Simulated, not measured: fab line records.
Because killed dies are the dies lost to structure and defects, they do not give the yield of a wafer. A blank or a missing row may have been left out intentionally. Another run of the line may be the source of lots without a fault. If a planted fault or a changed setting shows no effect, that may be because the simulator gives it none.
fab line records | flow sfq_line
record lots=6 | wafers=18 | last_day=90
route steps=325 shown I2@117 M3@118
lots that met no fault: taken from a fault-free run of the same line
start_h: the number of hours between the record's first day and the start of the first shown wafer of the lot | wait_h: how many hours have passed since the lot's step before this one | " identical to the entry in the row above | L1.1+2: one row covering several wafers at once | - no value present, or no start provided | * or withheld: withheld | < > ~ a bound
route shown NAME@n: names a module that has steps shown in the file, with the first one's number in the route | usual: mean/standard deviation taken from wafers without a fault | same: alike in all rows | chamber/n: place in a boat | sites: per-site readings | _std_site: the standard deviation of these | _edge_site: outer sites' mean less inner sites' | radius_mm: for every site, how far away it sits from the centre of the wafer | mask NAME#n: copy n | behind: tool/chamber where the wafer was last shaped | hold: cause of the lot's hold/its duration in hours/its outcome | device: the n, p or np transistor that did not switch | end of line: the tests these same wafers got at the end of their route | a step without rows: its recipe alone | killed: dies lost to structure and defects at the first sort, not the wafer's yield | map: a wafer's dies, marking killed ones x, the rest . and places with no die _
set.NAME: the setting that was run; set.NAME@STEP: the one run at that earlier step | model.NAME: the simulator's own value behind a step, which no gauge read
a table for each step, a row for each wafer; lots at some steps of the route
services: the hour from which a tool's chamber was out of use, counted from the record's first day as start_h (under 0 if before that day), plus the number of hours and why
## steps
# step SFQ_TRILAYER_I2_VIA_STRIP_SOLV_CLEAN_072
# recipe chemistry=NMP | temp_c=70 | time_s=600
# step SFQ_TRILAYER_M3_DEP_PRE_CLEAN_074
# recipe gas=Ar | time_s=22.5 | bias_v=250
# step SFQ_TRILAYER_M3_DEP_SPUTTER_073
# recipe material=Nb | base_pressure_pa=1.33e-06 | chamber_pressure_pa=0.1333 | substrate_temp_c=20 | resputter_cathode_voltage_v=400 | target_thk_nm=200 | power_w=2000 | time_s=133.3
# usual throttle_valve_pct=30.2/0.99
lot.wafer | tool           | chamber | start_h | wait_h | throttle_valve_pct
L249.1    | pvd_sputter-03 | -       | 708.67  | 0.0    | 28.7
L249.2    | "              | -       | "       | "      | 31.0
L249.5    | "              | -       | "       | "      | 30.9
L262.1    | pvd_sputter-06 | -       | 947.64  | 0.0    | 32.1
L262.3    | "              | -       | "       | "      | 31.6
L262.4    | "              | -       | "       | "      | 29.3
L266.2    | pvd_sputter-05 | -       | 978.80  | 0.0    | 30.3
L266.3    | "              | -       | "       | "      | 29.9
L266.5    | "              | -       | "       | "      | 31.5
L267.2    | pvd_sputter-06 | -       | 988.39  | 0.0    | 29.0
L267.3    | "              | -       | "       | "      | 31.8
L267.6    | "              | -       | "       | "      | 30.4
L270.1    | pvd_sputter-06 | -       | 1001.71 | 0.0    | 30.4
L270.3    | "              | -       | "       | "      | 29.4
L270.6    | "              | -       | "       | "      | 30.4
L271.1    | pvd_sputter-05 | -       | 1007.81 | 0.0    | 31.3
L271.3    | "              | -       | "       | "      | 30.5
L271.6    | "              | -       | "       | "      | 30.0
# step SFQ_M3_RS_MEAS_919
# recipe thk_meas_gauge=four-point-probe | reads=Nb_of_TRILAYER_M3_DEP_SPUTTER_073
# usual M3_NB_RS=0.889/0.01
lot.wafer | tool          | chamber | start_h | wait_h | M3_NB_RS[ohm/sq]
L249.1    | film_metro-04 | -       | 708.76  | 0.0    | 0.900
L249.2    | "             | -       | "       | "      | 0.887
L249.5    | "             | -       | "       | "      | 0.883
L262.1    | film_metro-02 | -       | 947.73  | 0.0    | 0.874
L262.3    | "             | -       | "       | "      | 0.879
L262.4    | "             | -       | "       | "      | 0.876
L266.2    | film_metro-04 | -       | 978.91  | 0.1    | 0.897
L266.3    | "             | -       | "       | "      | 0.885
L266.5    | "             | -       | "       | "      | 0.897
L267.2    | film_metro-01 | -       | 988.50  | 0.1    | 0.883
L267.3    | "             | -       | "       | "      | 0.883
L267.6    | "             | -       | "       | "      | 0.888
L270.1    | film_metro-01 | -       | 1001.80 | 0.0    | 0.902
L270.3    | "             | -       | "       | "      | 0.894
L270.6    | "             | -       | "       | "      | 0.903
L271.1    | film_metro-02 | -       | 1007.90 | 0.0    | 0.890
L271.3    | "             | -       | "       | "      | 0.881
L271.6    | "             | -       | "       | "      | 0.893
# step SFQ_TRILAYER_M3_LITHO_COAT_080
# recipe resist=BARC | spin_rpm=3000 | resist_thk_nm=62
# step SFQ_TRILAYER_M3_LITHO_COAT_075
# recipe resist=KrF | spin_rpm=3000 | resist_thk_nm=600
# step SFQ_TRILAYER_M3_LITHO_SOFTBAKE_079
# recipe temp_c=withheld | time_s=withheld | resist=KrF
# step SFQ_TRILAYER_M3_LITHO_EXPOSE_076
# recipe mask_id=M3 | na=0.6 | source_shape=conventional | sigma_outer=0.65 | target_cd_nm=500 | dose_mj=14.4
# step SFQ_TRILAYER_M3_LITHO_PEB_078
# recipe peb_temp_c=115 | peb_time_s=60 | resist=KrF
# step SFQ_TRILAYER_M3_LITHO_DEVELOP_077
# recipe time_s=60 | resist=KrF
# step SFQ_M3_OVL_MEAS_921
# usual M3_OVL=1/5.5
lot.wafer | tool       | chamber | start_h | wait_h | M3_OVL[nm]
L249.1    | overlay-02 | -       | 718.60  | 0.1    | 5
L249.2    | "          | -       | "       | "      | 1
L249.5    | "          | -       | "       | "      | -2
L262.1    | overlay-01 | -       | 1089.57 | 0.1    | 6
L262.3    | "          | -       | "       | "      | 2
L262.4    | "          | -       | "       | "      | -3
L266.2    | overlay-02 | -       | 1113.06 | 0.1    | -1
L266.3    | "          | -       | "       | "      | -5
L266.5    | "          | -       | "       | "      | -5
L267.2    | overlay-01 | -       | 1119.06 | 0.1    | 0
L267.3    | "          | -       | "       | "      | 7
L267.6    | "          | -       | "       | "      | -1
L270.1    | overlay-02 | -       | 1132.38 | 0.1    | -3
L270.3    | "          | -       | "       | "      | -3
L270.6    | "          | -       | "       | "      | -3
L271.1    | overlay-02 | -       | 1137.18 | 0.1    | -2
L271.3    | "          | -       | "       | "      | -7
L271.6    | "          | -       | "       | "      | -5
# step SFQ_TRILAYER_M3_BARC_OPEN_METAL_ETCH_100
# recipe mask_material=PR | chemistry=O2 | target_depth_nm=125 | target=BARC | icp_w=600 | bias_w=80 | pressure_mtorr=10 | time_s=41.7
# usual drypump_motor_current_A=5.5/0.6 | oes_product_au=0.684/0.0046
lot.wafer | tool         | chamber | start_h | wait_h | drypump_motor_current_A | oes_product_au | rf_hours_counter_h | model.KrF_of_TRILAYER_M3_LITHO_COAT_075.thk_nm
L249.1    | rie_metal-02 | 0       | 718.63  | 0.0    | 5.0                     | 0.685          | 49                 | 526.7
L249.2    | "            | 1       | "       | "      | 5.8                     | 0.685          | 24                 | 526.2
L249.5    | "            | 1       | "       | "      | 5.7                     | 0.682          | -                  | 526.5
L262.1    | rie_metal-01 | 0       | 1089.60 | 0.0    | 5.1                     | 0.680          | 98                 | 523.8
L262.3    | "            | 0       | "       | "      | 5.1                     | 0.687          | -                  | 524.3
L262.4    | "            | 1       | "       | "      | 6.6                     | 0.682          | -                  | 525.5
L266.2    | rie_metal-02 | 1       | 1113.09 | 0.0    | 5.7                     | 0.676          | 79                 | 523
L266.3    | "            | 1       | "       | "      | 5.7                     | 0.688          | -                  | 523.8
L266.5    | "            | 0       | "       | "      | 5.0                     | 0.690          | -                  | 504.5
L267.2    | rie_metal-02 | 0       | 1119.09 | 0.0    | 5.0                     | 0.696          | 104                | 525.5
L267.3    | "            | 1       | "       | "      | 5.7                     | 0.685          | -                  | 524.2
L267.6    | "            | 1       | "       | "      | 5.7                     | 0.680          | -                  | 505.9
L270.1    | rie_metal-03 | 1       | 1132.42 | 0.0    | 5.2                     | 0.686          | 90                 | 525.1
L270.3    | "            | 1       | "       | "      | 5.2                     | 0.687          | -                  | 526.2
L270.6    | "            | 0       | "       | "      | 5.1                     | 0.685          | -                  | 526.6
L271.1    | rie_metal-01 | 1       | 1137.22 | 0.0    | 6.7                     | 0.689          | 82                 | 519.8
L271.3    | "            | 1       | "       | "      | 6.6                     | 0.689          | -                  | 521.6
L271.6    | "            | 1       | "       | "      | 6.7                     | 0.690          | -                  | 521.2
# step SFQ_TRILAYER_M3_ETCH_METAL_ETCH_078
# recipe target=Nb | stop_on=SiO2 | mask_material=PR | chemistry=Cl2/Ar | target_depth_nm=240 | icp_w=600 | bias_w=80 | pressure_mtorr=10 | time_s=120
# usual drypump_motor_current_A=5.5/0.6 | oes_product_au=0.895/0.0069
lot.wafer | tool         | chamber | start_h | wait_h | drypump_motor_current_A | oes_product_au | rf_hours_counter_h | model.KrF_of_TRILAYER_M3_LITHO_COAT_075.thk_nm
L249.1    | rie_metal-02 | 0       | 718.69  | 0.0    | 5.0                     | 0.889          | 49                 | 389
L249.2    | "            | 1       | "       | "      | 5.7                     | 0.899          | 24                 | 387.3
L249.5    | "            | 1       | "       | "      | 5.7                     | 0.895          | -                  | 388.2
L262.1    | rie_metal-01 | 0       | 1089.68 | 0.1    | 5.1                     | 0.898          | 98                 | 381.5
L262.3    | "            | 0       | "       | "      | 5.1                     | 0.897          | -                  | 380.7
L262.4    | "            | 1       | "       | "      | 6.7                     | 0.899          | -                  | 386.1
L266.2    | rie_metal-02 | 1       | 1113.15 | 0.0    | 5.7                     | 0.898          | 79                 | 383.2
L266.3    | "            | 1       | "       | "      | 5.7                     | 0.894          | -                  | 384.9
L266.5    | "            | 0       | "       | "      | 5.0                     | 0.896          | -                  | 364.9
L267.2    | rie_metal-02 | 0       | 1119.15 | 0.0    | 5.0                     | 0.889          | 104                | 388.6
L267.3    | "            | 1       | "       | "      | 5.7                     | 0.893          | -                  | 385.4
L267.6    | "            | 1       | "       | "      | 5.7                     | 0.901          | -                  | 367
L270.1    | rie_metal-03 | 1       | 1132.48 | 0.0    | 5.3                     | 0.881          | 90                 | 382.5
L270.3    | "            | 1       | "       | "      | 5.3                     | 0.896          | -                  | 385
L270.6    | "            | 0       | "       | "      | 5.1                     | 0.880          | -                  | 384.3
L271.1    | rie_metal-01 | 1       | 1137.28 | 0.0    | 6.7                     | 0.898          | 82                 | 380
L271.3    | "            | 1       | "       | "      | 6.7                     | 0.895          | -                  | 382.3
L271.6    | "            | 1       | "       | "      | 6.7                     | 0.882          | -                  | 381.3
# step SFQ_TRILAYER_M3_STRIP_STRIP_079
# recipe gas=O2 | power_w=200 | platen_temp_c=40 | overash_fraction=0.65 | chemistry=O2 | pressure_mtorr=50
# usual drypump_motor_current_A=5.5/0.6 | oes_product_au=0.996/0.0083 | platen_temp_c=39.99/0.13
lot.wafer | tool         | chamber | start_h | wait_h | drypump_motor_current_A | oes_product_au | platen_temp_c | rf_hours_counter_h
L249.1    | rie_metal-02 | 0       | 718.82  | 0.1    | 5.0                     | 0.981          | 40.23         | 49
L249.2    | "            | 1       | "       | "      | 5.7                     | 0.993          | 39.91         | 24
L249.5    | "            | 1       | "       | "      | 5.7                     | 0.996          | 40.13         | -
L262.1    | rie_metal-01 | 0       | 1089.85 | 0.1    | 5.1                     | 1.000          | 39.90         | 98
L262.3    | "            | 0       | "       | "      | 5.1                     | 1.008          | 39.95         | -
L262.4    | "            | 1       | "       | "      | 6.6                     | 1.003          | 39.99         | -
L266.2    | rie_metal-02 | 1       | 1113.28 | 0.1    | 5.7                     | 0.984          | 39.93         | 79
L266.3    | "            | 1       | "       | "      | 5.7                     | 0.989          | 40.04         | -
L266.5    | "            | 0       | "       | "      | 5.0                     | 0.999          | 40.19         | -
L267.2    | rie_metal-02 | 0       | 1119.28 | 0.1    | 5.1                     | 0.995          | 40.07         | 104
L267.3    | "            | 1       | "       | "      | 5.7                     | 0.991          | 40.09         | -
L267.6    | "            | 1       | "       | "      | 5.7                     | 0.991          | 40.09         | -
L270.1    | rie_metal-03 | 1       | 1132.60 | 0.1    | 5.3                     | 1.005          | 39.89         | 90
L270.3    | "            | 1       | "       | "      | 5.3                     | 1.001          | 39.80         | -
L270.6    | "            | 0       | "       | "      | 5.1                     | 1.004          | 39.83         | -
L271.1    | rie_metal-01 | 1       | 1137.40 | 0.1    | 6.6                     | 0.989          | 39.96         | 83
L271.3    | "            | 1       | "       | "      | 6.7                     | 1.008          | 40.01         | -
L271.6    | "            | 1       | "       | "      | 6.7                     | 0.988          | 39.93         | -
## services
tool           | chamber | start_h | hours | kind
rie_metal-02   | 0       | 690.51  | 14.1  | repair
rie_metal-01   | -       | 694.05  | 2.8   | pm
pvd_sputter-06 | -       | 710.94  | 2.3   | repair
pvd_sputter-03 | -       | 712.44  | 14.2  | repair
rie_metal-02   | -       | 742.32  | 2.8   | pm
rie_metal-02   | 1       | 766.66  | 2.5   | repair
rie_metal-03   | -       | 775.99  | 1.6   | repair
rie_metal-03   | -       | 786.71  | 14.6  | pm
rie_metal-01   | -       | 798.07  | 0.6   | repair
pvd_sputter-06 | -       | 805.21  | 0.9   | repair
pvd_sputter-03 | -       | 807.41  | 7.8   | repair
rie_metal-03   | 1       | 836.29  | 15.4  | repair
pvd_sputter-03 | -       | 838.44  | 0.6   | repair
pvd_sputter-05 | -       | 842.67  | 0.7   | repair
pvd_sputter-03 | -       | 843.21  | 2.6   | repair
pvd_sputter-03 | -       | 870.37  | 1.4   | repair
pvd_sputter-03 | -       | 873.74  | 3.3   | repair
rie_metal-02   | 0       | 882.00  | 13.3  | repair
rie_metal-03   | -       | 911.19  | 1.9   | repair
rie_metal-02   | 1       | 914.88  | 6.1   | repair
rie_metal-02   | -       | 971.30  | 28.1  | pm
pvd_sputter-05 | -       | 994.78  | 2.3   | repair
rie_metal-01   | -       | 1006.23 | 1.4   | pm
rie_metal-02   | 0       | 1025.59 | 2.3   | repair
## key
first_sign none at tools or gauges
model_effect step=SFQ_TRILAYER_M3_BARC_OPEN_METAL_ETCH_100 | value=KrF_of_TRILAYER_M3_LITHO_COAT_075.thk_nm | without=522.3 | struck=505.2
model_effect step=SFQ_TRILAYER_M3_ETCH_METAL_ETCH_078 | value=KrF_of_TRILAYER_M3_LITHO_COAT_075.thk_nm | without=383 | struck=366
met_at SFQ_TRILAYER_M3_BARC_OPEN_METAL_ETCH_100
struck_wafers L266.5,L267.6
onset_between 718.63 1113.09
fault kind=process_parameter_drift | tool=rie_metal-02 | chamber=- | onset_h=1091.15 | steps=SFQ_TRILAYER_M3_BARC_OPEN_METAL_ETCH_100 | channel=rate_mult | offset=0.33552 | shape=step | end_h=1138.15 | scope=struck_wafers_only
